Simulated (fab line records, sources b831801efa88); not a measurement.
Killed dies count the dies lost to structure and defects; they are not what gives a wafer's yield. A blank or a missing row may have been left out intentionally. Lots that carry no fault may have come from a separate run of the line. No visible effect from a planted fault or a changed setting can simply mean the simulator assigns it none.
Which tool did it? | flow sky130 | 39 wafers from 13 lots sampled at 6 of the route's 708 steps

## WHAT THE GAUGES READ, wafer by wafer
SKY_LI_CONTACT_THK_MEAS_01.
lot  | measured     | on           | LI_CONTACT_HDPCVD_THK (nm)
L409 | day 28 15:40 | filmMetro-03 | 966 960 963
L410 | day 28 15:58 | filmMetro-03 | 966 952 961
L411 | day 28 16:16 | filmMetro-04 | 947 956 973
L413 | day 29 09:49 | filmMetro-04 | 966 955 961
L414 | day 29 17:38 | filmMetro-01 | 954 963 961
L417 | day 30 19:46 | filmMetro-03 | 968 966 982
L418 | day 31 03:00 | filmMetro-01 | 968 966 968
L423 | day 32 15:26 | filmMetro-03 | 839 833 845
L424 | day 32 22:30 | filmMetro-03 | 997 984 976
L425 | day 33 08:32 | filmMetro-01 | 830 837 824
L426 | day 33 14:01 | filmMetro-03 | 831 833 820
L429 | day 34 21:16 | filmMetro-04 | 945 967 947
L432 | day 36 05:31 | filmMetro-01 | 952 969 948

SKY_CONTACT_BOW_MEAS_05.
lot  | measured     | on           | CONTACT_BOW (um)
L409 | day 31 03:16 | filmMetro-02 | 88 80 74
L410 | day 31 03:35 | filmMetro-02 | 78 80 87
L411 | day 31 03:47 | filmMetro-04 | 92 92 84
L413 | day 31 20:34 | filmMetro-03 | 79 78 89
L414 | day 32 03:32 | filmMetro-03 | 78 91 79
L417 | day 33 05:56 | filmMetro-03 | 77 78 79
L418 | day 33 13:00 | filmMetro-03 | 96 91 94
L423 | day 35 00:09 | filmMetro-03 | 73 77 81
L424 | day 35 05:18 | filmMetro-03 | 82 84 87
L425 | day 35 15:14 | filmMetro-04 | 98 81 94
L426 | day 35 19:56 | filmMetro-03 | 87 82 86
L429 | day 37 04:33 | filmMetro-03 | 77 78 77
L432 | day 38 12:44 | filmMetro-02 | 90 82 85

SKY_METAL1_OVL_MEAS_16.
lot  | measured     | on         | METAL1_OVL (nm)
L409 | day 33 11:34 | overlay-02 | 9 11 7
L410 | day 33 13:13 | overlay-01 | 4 -2 0
L411 | day 33 13:34 | overlay-01 | 7 -6 5
L413 | day 34 04:01 | overlay-02 | 7 11 4
L414 | day 34 11:43 | overlay-01 | 2 -5 1
L417 | day 35 11:28 | overlay-02 | 12 2 0
L418 | day 35 17:42 | overlay-02 | -7 0 7
L423 | day 37 05:13 | overlay-02 | 2 -12 -10
L424 | day 37 10:52 | overlay-02 | -5 -12 -3
L425 | day 37 20:55 | overlay-02 | 1 -1 5
L426 | day 38 01:37 | overlay-02 | -9 -2 -5
L429 | day 39 08:40 | overlay-02 | 2 -1 1
L432 | day 40 15:52 | overlay-02 | -4 -4 -1

SKY_VIA1_CD_MEAS_12: the cd target is 150 nm.
lot  | measured     | on       | cdNm (nm)
L409 | day 34 14:32 | cdSem-02 | 151.6 152.5 151.6
L410 | day 34 16:49 | cdSem-02 | 154.4 153.8 153.2
L411 | day 34 17:09 | cdSem-01 | 149.9 149.6 149.3
L413 | day 35 06:46 | cdSem-02 | 149.0 148.3 149.9
L414 | day 35 13:38 | cdSem-02 | 149.9 149.0 148.9
L417 | day 36 15:22 | cdSem-02 | 149.3 149.7 149.5
L418 | day 36 20:59 | cdSem-01 | 149.8 150.8 152.1
L423 | day 38 07:35 | cdSem-02 | 153.0 151.7 152.9
L424 | day 38 13:56 | cdSem-01 | 148.4 150.0 147.4
L425 | day 38 23:27 | cdSem-02 | 146.0 146.6 145.5
L426 | day 39 03:58 | cdSem-02 | 148.7 149.5 148.5
L429 | day 40 10:16 | cdSem-02 | 149.7 148.9 147.6
L432 | day 41 16:56 | cdSem-02 | 151.3 150.3 150.9

## TOOL THAT RAN EACH LOT (tool first, then ch and the chambers of the sampled wafers, then the start)
lot  | SKY_LI_CONTACT_HDPCVD_00         | SKY_LI_CONTACT_ETCH_15
L409 | hdpcvd-01 ch 0,1, day 28 15:34   | rieDiel-04 ch 1,2, day 29 20:38
L410 | hdpcvd-01 ch 0,1, day 28 15:52   | rieDiel-02 ch 0,2,3, day 29 20:59
L411 | hdpcvd-01 ch 0,1,2, day 28 16:10 | rieDiel-04 ch 0,3, day 29 21:02
L413 | hdpcvd-01 ch 0,1, day 29 09:41   | rieDiel-01 ch 1,2,3, day 30 13:59
L414 | hdpcvd-02 ch 0,1,2, day 29 17:32 | rieDiel-04 ch 0,1,2, day 30 21:29
L417 | hdpcvd-02 ch 0,2, day 30 19:38   | rieDiel-02 ch 0,3, day 32 00:08
L418 | hdpcvd-01 ch 0,1,2, day 31 02:54 | rieDiel-02 ch 0,3, day 32 07:17
L423 | hdpcvd-01 ch 0,1,2, day 32 15:19 | rieDiel-04 ch 0,1, day 33 19:11
L424 | hdpcvd-02 ch 1,2, day 32 22:24   | rieDiel-02 ch 0,2,3, day 34 01:02
L425 | hdpcvd-01 ch 0,1,2, day 33 08:25 | rieDiel-04 ch 1,2,3, day 34 11:26
L426 | hdpcvd-01 ch 0,1, day 33 13:54   | rieDiel-04 ch 0,2, day 34 16:08
L429 | hdpcvd-02 ch 0,2, day 34 21:08   | rieDiel-04 ch 2,3, day 35 23:56
L432 | hdpcvd-02 ch 0,2, day 36 05:24   | rieDiel-01 ch 1,2,3, day 37 07:59
- SKY_LI_CONTACT_HDPCVD_00: deposits PSG, target thk 930 nm, time 155 s.
- SKY_LI_CONTACT_ETCH_15: etches PSG in C4F8/O2/Ar, stops on Si, target depth 600 nm.

## WHAT THE TOOLS THEMSELVES READ (means of the sampled wafers that have a number; where no wafer has one, the mark that the record gives instead)
SKY_LI_CONTACT_ETCH_15.
lot  | tool       | oesProductAu (a.u.)
L409 | rieDiel-04 | 0.837
L410 | rieDiel-02 | 0.839
L411 | rieDiel-04 | 0.836
L413 | rieDiel-01 | 0.834
L414 | rieDiel-04 | 0.840
L417 | rieDiel-02 | 0.837
L418 | rieDiel-02 | 0.834
L423 | rieDiel-04 | 0.733
L424 | rieDiel-02 | 0.836
L425 | rieDiel-04 | 0.732
L426 | rieDiel-04 | 0.732
L429 | rieDiel-04 | 0.838
L432 | rieDiel-01 | 0.836

## THE ANSWER, worked out from the rows above alone
Rule: the lots themselves supply what counts as usual. The widest of any qualifying gaps counts: lots, ordered by their means at a reading, are off when they make up no more than a third of the lots, leave a main group of 4 or more, and stand apart from it by 3 or more times the standard deviation of that group's means. The tables above print the reading to a certain number of digits; a main group whose means all agree to those digits is not used. Also off: a lot with no number at a reading for which 4 or more lots have one. The other lots that the step has rows for count as sound. After the gauges, taken in route order, come the tools' own readings; for these a lot's mean is taken, as printed above. The first step at which some lot is off is used, and at that step the reading that is off furthest; a lot without a number counts as furthest.
Off: L423, L425, L426, at SKY_LI_CONTACT_THK_MEAS_01 (LI_CONTACT_HDPCVD_THK). The main group has a mean of 964 nm with a standard deviation of 9.
If a tool, at a process step before that reading, ran all the lots that are off and no sound lot after the first of them, it fits. Not tried: the gauges at SKY_LI_CONTACT_THK_MEAS_01; whatever is off there is also off at SKY_LI_CONTACT_ETCH_15, on other tools, and gauge error can't account for it. One fits: SKY_LI_CONTACT_HDPCVD_00 on hdpcvd-01. A fault onset in the window from L418 (day 31 02:54, its last sound lot) to L423 (day 32 15:19, its first lot off) fits.

## WHAT THE SIMULATOR PUT IN
Site profile drift: hdpcvd-01, from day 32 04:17 on, at SKY_LI_CONTACT_HDPCVD_00. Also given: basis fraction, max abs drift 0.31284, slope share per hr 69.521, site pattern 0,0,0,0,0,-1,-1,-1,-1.
Shown lots that were struck: L423, L425, L426. This agrees with what the rule above found.
